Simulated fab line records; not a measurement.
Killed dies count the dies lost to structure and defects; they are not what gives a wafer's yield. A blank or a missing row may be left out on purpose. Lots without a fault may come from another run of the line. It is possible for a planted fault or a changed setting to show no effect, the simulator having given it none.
Split-lot trial -- flow sfq-line -- 23 wafers read across 5 lots, on a route 325 steps long

SPLIT DETAILS
At SFQ_TRILAYER_M8_DEP_EVAP_198 (material Pt, target thk 50 nm, time 250 s), the setting time-s was moved away from the recipe's 250 s on 5 of the 23 wafers read, by -14.5% to -10.2%. All remaining wafers had this setting at the recipe value.

The reading comes from the split's own step.

THE READING
Pt_of_TRILAYER_M8_DEP_EVAP_198.thk-nm (the simulator's own value, which no gauge read), in nm, at SFQ_TRILAYER_M8_DEP_EVAP_198 (material Pt, target thk 50 nm, time 250 s). There is no usual value for it anywhere in the file. Average 49.64 nm, standard deviation 0.4 nm, over the 18 wafers here run with the recipe.

wafer,"tool, chamber at the split","time-s as run, s",against the recipe,"Pt_of_TRILAYER_M8_DEP_EVAP_198.thk-nm, nm",against lot-mates on the recipe
L075.1,"pvd-sputter-01, -",213.7,-14.5%,42.26,-6.79
L075.2,"pvd-sputter-01, -",213.7,-14.5%,42.19,-6.86
L075.3,"pvd-sputter-01, -",213.7,-14.5%,42.09,-6.95
L075.5,"pvd-sputter-01, -",250,recipe,48.86,-
L075.6,"pvd-sputter-01, -",250,recipe,49.23,-
L077.1,"pvd-sputter-01, -",250,recipe,50.05,-
L077.3,"pvd-sputter-01, -",250,recipe,50.13,-
L077.4,"pvd-sputter-01, -",250,recipe,50.06,-
L077.5,"pvd-sputter-01, -",250,recipe,50.11,-
L077.6,"pvd-sputter-01, -",250,recipe,50.09,-
L078.1,"pvd-sputter-02, -",250,recipe,49.73,-
L078.5,"pvd-sputter-02, -",250,recipe,49.53,-
L078.6,"pvd-sputter-02, -",250,recipe,49.87,-
L079.2,"pvd-sputter-01, -",250,recipe,49.34,-
L079.3,"pvd-sputter-01, -",250,recipe,49.25,-
L079.4,"pvd-sputter-01, -",250,recipe,48.98,-
L079.5,"pvd-sputter-01, -",250,recipe,49.35,-
L079.6,"pvd-sputter-01, -",250,recipe,49.4,-
L080.1,"pvd-sputter-02, -",250,recipe,49.99,-
L080.2,"pvd-sputter-02, -",224.4,-10.2%,45.03,-4.84
L080.3,"pvd-sputter-02, -",250,recipe,49.8,-
L080.4,"pvd-sputter-02, -",224.4,-10.2%,44.92,-4.95
L080.5,"pvd-sputter-02, -",250,recipe,49.82,-

THE FIT
A straight line over all 23 wafers: Pt_of_TRILAYER_M8_DEP_EVAP_198.thk-nm changes by +0.501 nm for each +1% of time-s; r = +0.99; the points scatter about the line by 0.4 nm.
The same after taking each lot's own level away (the mean of its wafers on the recipe; 23 wafers): +0.474 nm for each +1%; r = +1.00; scatter 0.12 nm.
On that fit, the largest move of time-s shifts the reading by 6.9 nm.
The lots' own levels span 49.045 to 50.088 nm, that is 2.6 times the standard deviation above.
The two slopes agree, so the slope changes little with the lot-to-lot level.
Check: for one of the wafers moved furthest among these (-14.5%), held out of the fit, the line's prediction against its lot-mates is -6.92 nm. It came out at -6.79 nm against them.

THE OTHER SPLITS THESE WAFERS WENT THROUGH
These wafers also went through other splits before the reading. Each is held against what the fit with the lots' levels taken away leaves over:
other split on the same wafers,wafers away from the commonest value,r with Pt_of_TRILAYER_M8_DEP_EVAP_198.thk-nm (lot level and that fit taken away)
SFQ_TRILAYER_M6_LITHO_COAT_164 resist-thk-nm,5,-0.04
SFQ_TRILAYER_I6_VIA_LITHO_COAT_169 resist-thk-nm,4,+0.23
SFQ_TRILAYER_I6_VIA_LITHO_PEB_172 peb-temp-c,6,-0.33
SFQ_TRILAYER_M7_DEP_SPUTTER_175 time-s,10,+0.03
SFQ_TRILAYER_M7_LITHO_EXPOSE_178 dose-mj,5,-0.03
SFQ_TRILAYER_I7_DEP_PECVD_183 rf-w,7,-0.20
SFQ_TRILAYER_M8_LITHO_COAT_193 resist-thk-nm,6,-0.11

FILE'S OWN FIT
Pt_of_TRILAYER_M8_DEP_EVAP_198.thk-nm changes by +0.475 nm for each +1% of time-s, r = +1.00.
